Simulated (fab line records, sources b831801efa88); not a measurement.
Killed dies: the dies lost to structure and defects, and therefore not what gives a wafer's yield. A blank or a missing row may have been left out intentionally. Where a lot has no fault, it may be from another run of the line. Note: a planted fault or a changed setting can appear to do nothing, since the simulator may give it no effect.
The tool behind it: which one? + flow sky130 + Sampling: 6 lots, 18 wafers, 2 of 708 route steps

## WHAT EACH GAUGE READ, for each wafer
SKY_VIA3_THK_MEAS_01.
| lot  | measured     | on            | VIA3_HDPCVD_THK (nm) |
|------|--------------|---------------|----------------------|
| L388 | day 39 14:38 | film-metro-03 | 1617 1622 1648       |
| L390 | day 39 17:31 | film-metro-03 | 1660 1612 1635       |
| L392 | day 40 10:31 | film-metro-03 | 1641 1638 1621       |
| L397 | day 41 20:48 | film-metro-02 | 1656 1617 1661       |
| L403 | day 43 14:55 | film-metro-02 | 1657 1632 1635       |
| L408 | day 45 15:02 | film-metro-04 | 1622 1630 1605       |

## TOOL THAT RAN EACH LOT (tool first, then ch and the chambers of the sampled wafers, then the start)
| lot  | SKY_VIA2_CMP_24               |
|------|-------------------------------|
| L388 | cmp-02 ch 2,3, day 37 10:05   |
| L390 | cmp-01 ch 0,2,3, day 37 12:59 |
| L392 | cmp-02 ch 0,1,2, day 38 07:08 |
| L397 | cmp-02 ch 0,1,3, day 39 18:35 |
| L403 | cmp-01 ch 0,2,3, day 41 15:08 |
| L408 | cmp-02 ch 0,2,3, day 43 16:54 |
- SKY_VIA2_CMP_24: polishes, stops on SiO2, t overpolish 20 s, target thk 0 nm.

## THE ANSWER, worked out from the rows above alone
Rule: the usual values come from the lots themselves. Put in order of their means at a reading, lots are off if they are a third of the lots or fewer, leave a main group of 4 or more, and stand apart from it by a gap of 3 or more times the standard deviation of the main group's means; of several such gaps the widest counts. Not used: any main group whose means are identical at the precision the tables above print for the reading. A lot without any number at a reading at which 4 lots or more have one is off too. All remaining lots with rows at the step are treated as sound.
None of the lots is off at any reading shown; this tells nothing.

## WHAT THE SIMULATOR HAD PUT IN
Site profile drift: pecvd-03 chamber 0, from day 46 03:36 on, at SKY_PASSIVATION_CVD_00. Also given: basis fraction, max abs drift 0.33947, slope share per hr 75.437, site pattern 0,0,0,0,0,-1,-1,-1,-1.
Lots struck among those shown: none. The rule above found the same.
